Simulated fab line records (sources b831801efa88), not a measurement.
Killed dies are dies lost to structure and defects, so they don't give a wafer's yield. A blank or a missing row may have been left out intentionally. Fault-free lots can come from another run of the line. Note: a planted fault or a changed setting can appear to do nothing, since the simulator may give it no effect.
fab line records	flow gf180mcu	part 1 of 2: steps 1 to 25 of 35
record lots=5	wafers=15	last_day=34
route steps=602 shown V1@351 M2@362 V2@382
lots with no fault: from the same line, run without faults
start_h: the number of hours between the record's first day and the start of the first shown wafer of the lot	wait_h: hours elapsed since this lot's preceding step	" as in the row above	L1.1+2: one row covering several wafers at once	- no value, or no start was given	* or withheld: withheld	< > ~ a bound
route shown NAME@n: a module of which the file shows steps, and the number in the route of the first	usual: mean/standard deviation taken from wafers without a fault	same: alike in all rows	chamber/n: place in a boat	sites: readings site by site	_std_site: the standard deviation of these	_edge_site: the outer-site mean with the inner-site mean subtracted	radius_mm: how far each site lies from the wafer's centre	mask NAME#n: copy n	behind: the tool/chamber that last shaped the wafer	hold: the reason the lot was held/the length of the hold in hours/how it ended	device: the transistor (n, p or np) that didn't switch	end of line: the same wafers' tests at the end of the route	where a step has no rows: the recipe by itself	killed: dies lost to structure and defects at the first sort, not the wafer's yield	map: per-die view of a wafer (x killed, . not killed, _ where there is no die)
set.NAME: setting as actually run; set.NAME@STEP: the setting as run at that earlier step	model.NAME: the simulator's own value behind a step, which no gauge read
a table for each step, a row for each wafer; lots at some steps of the route
services: a tool's chamber out of use, with start hour (start_h, from the record's first day; less than 0 if before it), hours out, and reason
## steps
# step GF_V1_ETCH_16
# recipe chemistry=N2/H2	target_depth_a=withheld	overetch_a=withheld	time_s=withheld	target=BARC	ion_energy_ev=200	source_w=500	bias_w=100	pressure_mtorr=30	n2_flow_sccm=100	h2_flow_sccm=200
# usual drypump_motor_current_A=5.7/0.4	oes_product_au=0.856/0.0044	throttle_valve_pct=13.225/0.0093
lot.wafer	tool	chamber	start_h	wait_h	drypump_motor_current_A	oes_product_au	throttle_valve_pct
L079.1	rie_diel-01	1	460.23	0.0	5.1	0.848	13.227
L079.4	"	0	"	"	5.2	0.857	13.218
L079.6	"	1	"	"	5.1	0.854	13.224
L084.1	rie_diel-04	0	504.07	0.0	5.2	0.856	13.209
L084.3	"	2	"	"	5.4	0.859	13.210
L084.4	"	3	"	"	6.2	0.855	13.208
L094.2	rie_diel-03	0	585.07	0.0	5.5	0.855	13.210
L094.5	"	3	"	"	5.7	0.860	13.239
L094.6	"	0	"	"	5.5	0.849	13.218
L096.1	rie_diel-01	1	600.32	0.0	5.1	0.853	13.225
L096.4	"	1	"	"	5.1	0.860	13.237
L096.6	"	2	"	"	5.6	0.860	13.224
L097.2	rie_diel-03	1	602.03	0.0	6.0	0.857	13.214
L097.4	"	0	"	"	5.5	0.856	13.227
L097.6	"	2	"	"	6.4	0.858	13.214
# step GF_V1_ETCH_17
# recipe chemistry=C4F8/O2/Ar	mask_material=KrF	target=SiO2	stop_on=TiN	source_w=1500	bias_w=1200	pressure_mtorr=40	c4f8_flow_sccm=withheld	O2_flow_sccm=6	Ar_flow_sccm=300	time_s=withheld	target_depth_a=6300
# usual oes_product_au=0.856/0.0045
lot.wafer	tool	chamber	start_h	wait_h	oes_product_au
L079.1	rie_diel-01	1	-	-	0.852
L079.4	"	0	"	"	0.861
L079.6	"	1	"	"	0.855
L084.1	rie_diel-04	0	-	-	0.857
L084.3	"	2	"	"	0.853
L084.4	"	3	"	"	0.851
L094.2	rie_diel-03	0	-	-	0.855
L094.5	"	3	"	"	0.861
L094.6	"	0	"	"	0.851
L096.1	rie_diel-01	1	-	-	0.847
L096.4	"	1	"	"	0.849
L096.6	"	2	"	"	0.858
L097.2	rie_diel-03	1	-	-	0.861
L097.4	"	0	"	"	0.853
L097.6	"	2	"	"	0.857
# step GF_V1_STRIP_18
# recipe chemistry=O2/N2	power_w=1400	pressure_mtorr=1500	platen_temp_c=250	o2_flow_sccm=3000	n2_flow_sccm=300	overash_fraction=0.5
# usual drypump_motor_current_A=5.9/0.44	heater_power_w=330/20	oes_product_au=0.593/0.0052
lot.wafer	tool	chamber	start_h	wait_h	drypump_motor_current_A	heater_power_w	oes_product_au	rf_hours_counter_h
L079.1	plasma_asher-03	1	460.36	-	6.7	361	0.599	66
L079.4	"	0	"	"	5.4	307	0.592	-
L079.6	"	1	"	"	6.7	363	0.589	-
L084.1	plasma_asher-02	1	504.20	-	5.9	321	0.588	89
L084.3	"	1	"	"	5.9	316	0.596	-
L084.4	"	0	"	"	6.0	345	0.588	-
L094.2	plasma_asher-03	0	585.20	-	5.5	308	0.595	79
L094.5	"	0	"	"	5.4	312	0.601	-
L094.6	"	1	"	"	6.7	364	0.588	-
L096.1	plasma_asher-03	0	600.45	-	5.4	306	0.583	81
L096.4	"	1	"	"	6.7	363	0.599	-
L096.6	"	0	"	"	5.4	310	0.592	-
L097.2	plasma_asher-03	1	602.16	-	6.7	361	0.603	81
L097.4	"	0	"	"	5.5	311	0.600	-
L097.6	"	1	"	"	6.6	367	0.589	-
# step GF_V1_STRIP_19
# recipe chemistry=post_etch_residue_remover	time_s=1200	temp_c=72.5
# usual bath_guard_temp_C=72.5/0.46
# same time_s=1200
lot.wafer	tool	chamber	start_h	wait_h	bath_guard_temp_C
L079.1	wet_bench-03	3	460.46	0.1	72.7
L079.4	"	3	"	"	73.0
L079.6	"	3	"	"	73.1
L084.1	wet_bench-03	2	504.30	0.1	72.7
L084.3	"	2	"	"	72.5
L084.4	"	2	"	"	72.5
L094.2	wet_bench-03	0	585.30	0.1	72.6
L094.5	"	0	"	"	72.6
L094.6	"	0	"	"	72.7
L096.1	wet_bench-03	2	600.55	0.1	72.2
L096.4	"	2	"	"	72.7
L096.6	"	2	"	"	72.7
L097.2	wet_bench-04	3	602.26	0.1	73.0
L097.4	"	3	"	"	73.0
L097.6	"	3	"	"	73.0
# step GF_V1_CLEAN_20
# recipe chemistry=DIW	dry=n2_spin
lot.wafer	tool	chamber	start_h	wait_h
L079.1+4+6	wet_bench-04	0	460.80	0.0
L084.1+3+4	wet_bench-04	0	504.65	0.0
L094.2+5+6	wet_bench-02	2	585.64	0.0
L096.1+4+6	wet_bench-02	1	600.89	0.0
L097.2+4+6	wet_bench-03	1	602.60	0.0
# step GF_V1_SPUTTER_21
# recipe material=Ti	target_thk_nm=15	chamber_pressure_pa=5	power_w=2500	substrate_temp_c=200	time_s=80.02
# usual cathode_dc_power_W=2500.0/0.49	throttle_valve_pct=29.5/0.97
# same time_s=80.02
lot.wafer	tool	chamber	start_h	wait_h	cathode_dc_power_W	throttle_valve_pct
L079.1	pvd_sputter-02	-	460.90	0.0	2501.0	30.7
L079.4	"	-	"	"	2500.8	28.9
L079.6	"	-	"	"	2500.2	29.2
L084.1	pvd_sputter-03	-	504.74	0.0	2501.4	28.7
L084.3	"	-	"	"	2500.6	30.3
L084.4	"	-	"	"	2500.5	28.1
L094.2	pvd_sputter-01	-	585.74	0.0	2500.1	30.2
L094.5	"	-	"	"	2500.1	31.0
L094.6	"	-	"	"	2500.7	29.7
L096.1	pvd_sputter-03	-	600.99	0.0	2501.2	30.6
L096.4	"	-	"	"	2500.9	30.9
L096.6	"	-	"	"	2499.9	30.7
L097.2	pvd_sputter-02	-	602.69	0.0	2500.2	29.2
L097.4	"	-	"	"	2499.4	29.8
L097.6	"	-	"	"	2500.9	29.1
# step GF_V1_SPUTTER_22
# recipe material=TiN	target_thk_nm=10	chamber_pressure_pa=5	power_w=4000	time_s=40
# usual cathode_dc_power_W=4000.0/0.73	throttle_valve_pct=29.5/0.97
# same time_s=40
lot.wafer	tool	chamber	start_h	wait_h	cathode_dc_power_W	throttle_valve_pct
L079.1	pvd_sputter-02	-	460.96	0.0	3999.6	30.6
L079.4	"	-	"	"	4000.1	29.2
L079.6	"	-	"	"	3998.5	29.0
L084.1	pvd_sputter-03	-	504.80	0.0	3999.7	28.8
L084.3	"	-	"	"	4000.1	30.7
L084.4	"	-	"	"	3999.5	28.1
L094.2	pvd_sputter-01	-	585.81	0.0	3999.4	30.4
L094.5	"	-	"	"	3999.3	31.1
L094.6	"	-	"	"	4000.6	29.8
L096.1	pvd_sputter-03	-	601.05	0.0	4000.7	30.7
L096.4	"	-	"	"	4001.0	30.7
L096.6	"	-	"	"	4000.4	30.6
L097.2	pvd_sputter-02	-	602.75	0.0	4000.6	29.5
L097.4	"	-	"	"	3999.3	29.8
L097.6	"	-	"	"	3999.0	29.0
# step GF_V1_CVD_23
# recipe material=W	target_thk_nm=350	time_s=105.05	temp_c=400	pressure_torr=40
# usual chamber_pressure_Torr=39.99/0.08	heater_power_w=814/130
# same time_s=105.05
lot.wafer	tool	chamber	start_h	wait_h	chamber_pressure_Torr	heater_power_w
L079.1	cvd_w-02	1	461.00	0.0	40.13	1037
L079.4	"	1	"	"	40.08	1035
L079.6	"	0	"	"	40.07	681
L084.1	cvd_w-02	1	504.84	0.0	39.97	1072
L084.3	"	1	"	"	39.73	1009
L084.4	"	0	"	"	39.95	664
L094.2	cvd_w-01	1	585.84	0.0	39.92	804
L094.5	"	1	"	"	39.90	792
L094.6	"	0	"	"	40.04	780
L096.1	cvd_w-01	1	601.09	0.0	40.04	804
L096.4	"	1	"	"	39.86	776
L096.6	"	0	"	"	39.91	770
L097.2	cvd_w-02	0	602.79	0.0	39.99	676
L097.4	"	0	"	"	40.02	656
L097.6	"	1	"	"	39.99	988
# step GF_V1_RS_MEAS_24
# recipe thk_meas_gauge=four-point-probe	reads=W_of_V1_CVD_23+TiN_of_V1_SPUTTER_22+Ti_of_V1_SPUTTER_21
# usual V1_W_RS=0.326/0.0048
lot.wafer	tool	chamber	start_h	wait_h	V1_W_RS[ohm/sq]
L079.1	film_metro-01	-	461.12	0.1	0.329
L079.4	"	-	"	"	0.328
L079.6	"	-	"	"	0.329
L084.1	film_metro-01	-	504.95	0.1	0.330
L084.3	"	-	"	"	0.329
L084.4	"	-	"	"	0.326
L094.2	film_metro-03	-	585.98	0.1	0.327
L094.5	"	-	"	"	0.326
L094.6	"	-	"	"	0.320
L096.1	film_metro-01	-	601.20	0.1	0.334
L096.4	"	-	"	"	0.337
L096.6	"	-	"	"	0.325
L097.2	film_metro-01	-	602.93	0.1	0.327
L097.4	"	-	"	"	0.327
L097.6	"	-	"	"	0.323
# step GF_V1_THK_MEAS_25
# recipe thk_meas_gauge=xrf	reads=W_of_V1_CVD_23
# usual V1_W_THK=336/6
lot.wafer	tool	chamber	start_h	wait_h	V1_W_THK[nm]
L079.1	film_metro-01	-	461.24	0.1	334
L079.4	"	-	"	"	334
L079.6	"	-	"	"	333
L084.1	film_metro-01	-	505.07	0.1	335
L084.3	"	-	"	"	335
L084.4	"	-	"	"	338
L094.2	film_metro-03	-	586.09	0.1	331
L094.5	"	-	"	"	328
L094.6	"	-	"	"	336
L096.1	film_metro-01	-	601.32	0.1	330
L096.4	"	-	"	"	325
L096.6	"	-	"	"	338
L097.2	film_metro-01	-	603.04	0.1	334
L097.4	"	-	"	"	335
L097.6	"	-	"	"	338
# step GF_V1_CMP_26
# recipe stop_on=SiO2	down_force_psi=3.5	platen_rpm=60	t_overpolish_s=15	target_thk_nm=0	pad_velocity_m_s=0.94248
# usual motor_current_A=10.9/0.98	overpolish_run_s=15.001/0.0094	slurry_flow_ml_min=150.0/0.47	time_to_endpoint_s=85/3.5
lot.wafer	tool	chamber	start_h	wait_h	motor_current_A	overpolish_run_s	slurry_flow_ml_min	time_to_endpoint_s
L079.1	cmp-01	2	461.40	0.1	12.2	14.990	150.6	89
L079.4	"	3	"	"	11.8	15.006	150.0	85
L079.6	"	1	"	"	10.0	15.001	149.5	83
L084.1	cmp-01	2	505.13	0.1	12.5	15.003	150.2	92
L084.3	"	3	"	"	12.0	15.012	150.4	83
L084.4	"	0	"	"	10.8	14.981	149.4	90
L094.2	cmp-01	2	586.22	0.1	12.2	15.006	150.3	86
L094.5	"	2	"	"	11.4	14.994	149.3	84
L094.6	"	3	"	"	11.7	15.004	149.4	85
L096.4	cmp-01	1	601.43	0.1	9.6	14.998	150.5	77
L096.1	"	2	"	"	12.4	15.006	149.1	83
L096.6	"	0	"	"	10.4	14.985	150.4	84
L097.2	cmp-01	0	603.09	0.0	11.0	14.981	149.7	86
L097.4	"	1	"	"	10.5	15.005	148.8	75
L097.6	"	0	"	"	11.0	15.008	149.2	84
# step GF_M2_SPUTTER_00
# recipe material=Ti	target_thk_nm=37.5	arriving_ion_energy_ev=80	substrate_temp_c=200	chamber_pressure_pa=2	power_w=4000	time_s=150
# usual cathode_dc_power_W=4000.0/0.73	throttle_valve_pct=29.5/1.1
# same time_s=150
lot.wafer	tool	chamber	start_h	wait_h	cathode_dc_power_W	throttle_valve_pct
L079.1	pvd_sputter-04	-	461.60	0.1	3999.9	29.5
L079.4	"	-	"	"	3998.8	31.0
L079.6	"	-	"	"	4000.1	30.8
L084.1	pvd_sputter-03	-	505.43	0.2	3999.6	28.0
L084.3	"	-	"	"	4000.8	28.7
L084.4	"	-	"	"	4001.0	28.9
L094.2	pvd_sputter-03	-	586.52	0.2	3999.2	28.7
L094.5	"	-	"	"	4000.4	30.3
L094.6	"	-	"	"	3999.6	30.6
L096.1	pvd_sputter-04	-	601.68	0.1	4000.4	29.6
L096.4	"	-	"	"	4000.3	30.9
L096.6	"	-	"	"	4000.6	28.2
L097.2	pvd_sputter-01	-	603.39	0.2	4000.9	31.2
L097.4	"	-	"	"	3999.3	30.4
L097.6	"	-	"	"	3999.8	28.3
# step GF_M2_SPUTTER_01
# recipe material=TiN	target_thk_nm=30	power_w=6500	time_s=25	chamber_pressure_pa=0.4
# usual cathode_dc_power_W=6500.0/1.1	throttle_valve_pct=29.5/1.1
# same time_s=25
lot.wafer	tool	chamber	start_h	wait_h	cathode_dc_power_W	throttle_valve_pct
L079.1	pvd_sputter-04	-	461.70	0.1	6498.7	29.3
L079.4	"	-	"	"	6501.3	30.9
L079.6	"	-	"	"	6500.3	31.2
L084.1	pvd_sputter-03	-	505.53	0.1	6501.4	28.4
L084.3	"	-	"	"	6499.9	28.9
L084.4	"	-	"	"	6499.7	28.7
L094.2	pvd_sputter-03	-	586.62	0.1	6498.3	28.8
L094.5	"	-	"	"	6497.8	30.3
L094.6	"	-	"	"	6500.3	30.9
L096.1	pvd_sputter-04	-	601.78	0.1	6500.2	29.6
L096.4	"	-	"	"	6499.8	31.3
L096.6	"	-	"	"	6500.2	28.1
L097.2	pvd_sputter-01	-	603.49	0.1	6500.6	31.0
L097.4	"	-	"	"	6499.3	30.4
L097.6	"	-	"	"	6501.0	28.4
# step GF_M2_SPUTTER_02
# recipe material=AlCu	target_thk_nm=450	power_w=10600	time_s=23.9	chamber_pressure_pa=0.4
# usual cathode_dc_power_W=10600/2	throttle_valve_pct=29.5/1.1
# same time_s=23.9
lot.wafer	tool	chamber	start_h	wait_h	cathode_dc_power_W	throttle_valve_pct
L079.1	pvd_sputter-04	-	461.73	0.0	10600	29.5
L079.4	"	-	"	"	10604	30.9
L079.6	"	-	"	"	10598	31.2
L084.1	pvd_sputter-03	-	505.56	0.0	10600	28.2
L084.3	"	-	"	"	10601	28.9
L084.4	"	-	"	"	10600	28.9
L094.2	pvd_sputter-03	-	586.65	0.0	10602	28.9
L094.5	"	-	"	"	10604	30.4
L094.6	"	-	"	"	10599	30.6
L096.1	pvd_sputter-04	-	601.81	0.0	10598	29.2
L096.4	"	-	"	"	10600	30.9
L096.6	"	-	"	"	10597	27.7
L097.2	pvd_sputter-01	-	603.52	0.0	10600	30.8
L097.4	"	-	"	"	10603	30.2
L097.6	"	-	"	"	10599	28.3
# step GF_M2_SPUTTER_03
# recipe material=Ti	target_thk_nm=10	substrate_temp_c=300	chamber_pressure_pa=0.3	power_w=3000	time_s=6.7
# usual cathode_dc_power_W=3000.0/0.54	throttle_valve_pct=29.5/1.1
# same time_s=6.7
lot.wafer	tool	chamber	start_h	wait_h	cathode_dc_power_W	throttle_valve_pct
L079.1	pvd_sputter-04	-	461.76	0.0	3000.6	29.3
L079.4	"	-	"	"	2999.6	30.9
L079.6	"	-	"	"	3000.1	30.9
L084.1	pvd_sputter-03	-	505.59	0.0	3000.3	28.3
L084.3	"	-	"	"	3000.3	28.7
L084.4	"	-	"	"	3000.0	28.8
L094.2	pvd_sputter-03	-	586.68	0.0	2999.7	28.9
L094.5	"	-	"	"	2999.3	30.4
L094.6	"	-	"	"	3000.4	30.3
L096.1	pvd_sputter-04	-	601.84	0.0	2999.5	29.3
L096.4	"	-	"	"	2999.4	30.8
L096.6	"	-	"	"	3000.3	28.1
L097.2	pvd_sputter-01	-	603.55	0.0	3000.4	31.0
L097.4	"	-	"	"	3001.1	30.5
L097.6	"	-	"	"	3000.4	28.4
# step GF_M2_SPUTTER_04
# recipe material=TiN	target_thk_nm=50	power_w=6500	time_s=41.7	chamber_pressure_pa=0.4
# usual cathode_dc_power_W=6499.8/1.3	throttle_valve_pct=29.5/1.1
# same time_s=41.7
lot.wafer	tool	chamber	start_h	wait_h	cathode_dc_power_W	throttle_valve_pct
L079.1	pvd_sputter-04	-	461.78	0.0	6500.2	29.3
L079.4	"	-	"	"	6500.5	30.8
L079.6	"	-	"	"	6502.4	30.9
L084.1	pvd_sputter-03	-	505.61	0.0	6501.7	28.0
L084.3	"	-	"	"	6497.9	28.7
L084.4	"	-	"	"	6498.3	28.8
L094.2	pvd_sputter-03	-	586.70	0.0	6499.9	28.8
L094.5	"	-	"	"	6500.5	30.5
L094.6	"	-	"	"	6500.1	30.8
L096.1	pvd_sputter-04	-	601.86	0.0	6500.7	29.4
L096.4	"	-	"	"	6499.5	30.8
L096.6	"	-	"	"	6498.8	27.9
L097.2	pvd_sputter-01	-	603.57	0.0	6499.3	30.9
L097.4	"	-	"	"	6499.7	30.1
L097.6	"	-	"	"	6497.9	28.3
# step GF_M2_RS_MEAS_05
# recipe thk_meas_gauge=four-point-probe	reads=TiN_of_M2_SPUTTER_04+Ti_of_M2_SPUTTER_03+AlCu_of_M2_SPUTTER_02+TiN_of_M2_SPUTTER_01+Ti_of_M2_SPUTTER_00
# usual M2_ALCU_RS=0.0692/0.00086
lot.wafer	tool	chamber	start_h	wait_h	M2_ALCU_RS[ohm/sq]
L079.1	film_metro-03	-	461.82	0.0	0.0702
L079.4	"	-	"	"	0.0692
L079.6	"	-	"	"	0.0699
L084.1	film_metro-04	-	505.65	0.0	0.0685
L084.3	"	-	"	"	0.0681
L084.4	"	-	"	"	0.0678
L094.2	film_metro-03	-	586.76	0.0	0.0698
L094.5	"	-	"	"	0.0702
L094.6	"	-	"	"	0.0708
L096.1	film_metro-01	-	601.90	0.0	0.0683
L096.4	"	-	"	"	0.0691
L096.6	"	-	"	"	0.0687
L097.2	film_metro-03	-	603.63	0.0	0.0692
L097.4	"	-	"	"	0.0693
L097.6	"	-	"	"	0.0699
# step GF_M2_THK_MEAS_06
# recipe thk_meas_gauge=xrf	reads=AlCu_of_M2_SPUTTER_02
# usual M2_ALCU_THK=448/6
lot.wafer	tool	chamber	start_h	wait_h	M2_ALCU_THK[nm]
L079.1	film_metro-03	-	461.94	0.1	444
L079.4	"	-	"	"	450
L079.6	"	-	"	"	444
L084.1	film_metro-04	-	505.77	0.1	451
L084.3	"	-	"	"	456
L084.4	"	-	"	"	458
L094.2	film_metro-03	-	586.87	0.1	451
L094.5	"	-	"	"	446
L094.6	"	-	"	"	440
L096.1	film_metro-01	-	602.02	0.1	452
L096.4	"	-	"	"	447
L096.6	"	-	"	"	450
L097.2	film_metro-03	-	603.74	0.1	453
L097.4	"	-	"	"	452
L097.6	"	-	"	"	448
# step GF_M2_DEHYDRATE_07
# recipe temp_c=200	time_s=60
# same time_s=60
lot.wafer	tool	chamber	start_h	wait_h
L079.1+4+6	litho_track-02	0	473.09	11.1
L084.1+3+4	litho_track-03	0	516.83	11.0
L094.2+5+6	litho_track-03	0	597.20	10.3
L096.1+4+6	litho_track-02	0	611.24	9.2
L097.2+4+6	litho_track-01	0	613.38	9.6
# step GF_M2_HMDS_08
# recipe prime_time_s=60	prime_temp_c=120
# usual prime_temp_c=119.96/0.13
lot.wafer	tool	chamber	start_h	wait_h	prime_temp_c
L079.1	litho_track-02	0	473.24	0.1	119.99
L079.4	"	0	"	"	120.02
L079.6	"	0	"	"	119.82
L084.1	litho_track-03	0	516.98	0.1	119.84
L084.3	"	0	"	"	119.95
L084.4	"	0	"	"	119.81
L094.2	litho_track-03	0	597.35	0.1	119.92
L094.5	"	0	"	"	119.98
L094.6	"	0	"	"	119.85
L096.1	litho_track-02	0	611.39	0.1	119.97
L096.4	"	0	"	"	120.10
L096.6	"	0	"	"	120.13
L097.2	litho_track-01	0	613.53	0.1	119.88
L097.4	"	0	"	"	119.92
L097.6	"	0	"	"	120.02
# step GF_M2_COAT_09
# recipe resist=KrF	spin_rpm=withheld	resist_thk_nm=1000
lot.wafer	tool	chamber	start_h	wait_h
L079.1+4+6	litho_track-02	0	473.39	0.1
L084.1+3+4	litho_track-03	0	517.13	0.1
L094.2+5+6	litho_track-03	0	597.50	0.1
L096.1+4+6	litho_track-02	0	611.54	0.1
L097.2+4+6	litho_track-01	0	613.68	0.1
# step GF_M2_SOFTBAKE_10
# recipe temp_c=130	time_s=60	resist=KrF
# same time_s=60
lot.wafer	tool	chamber	start_h	wait_h
L079.1+4+6	litho_track-02	0	473.54	0.1
L084.1+3+4	litho_track-03	0	517.28	0.1
L094.2+5+6	litho_track-03	0	597.65	0.1
L096.1+4+6	litho_track-02	0	611.69	0.1
L097.2+4+6	litho_track-01	0	613.83	0.1
# step GF_M2_EXPOSE_11
# recipe mask_id=Metal2	target_cd_nm=280	na=0.68	source_shape=conventional	sigma_outer=0.6	dose_mj=28
lot.wafer	tool	chamber	start_h	wait_h	mask
L079.1+4+6	krf_scanner-01	0	-	-	Metal2#0
L084.1+3+4	krf_scanner-02	0	-	-	Metal2#0
L094.2+5+6	krf_scanner-01	0	-	-	Metal2#0
L096.1+4+6	krf_scanner-01	0	-	-	Metal2#0
L097.2+4+6	krf_scanner-01	0	-	-	Metal2#0
# step GF_M2_PEB_12
# recipe peb_temp_c=135	peb_time_s=90	resist=KrF
lot.wafer	tool	chamber	start_h	wait_h
L079.1+4+6	litho_track-03	0	-	-
L084.1+3+4	litho_track-01	0	-	-
L094.2+5+6	litho_track-01	0	-	-
L096.1+4+6	litho_track-02	0	-	-
L097.2+4+6	litho_track-02	0	-	-
# step GF_M2_DEVELOP_13
# recipe develop_time_s=60	dev_temp_c=21
lot.wafer	tool	chamber	start_h	wait_h
L079.1+4+6	litho_track-03	0	485.73	0.2
L084.1+3+4	litho_track-01	0	528.90	0.2
L094.2+5+6	litho_track-01	0	607.78	0.2
L096.1+4+6	litho_track-02	0	621.74	0.2
L097.2+4+6	litho_track-02	0	624.42	0.2
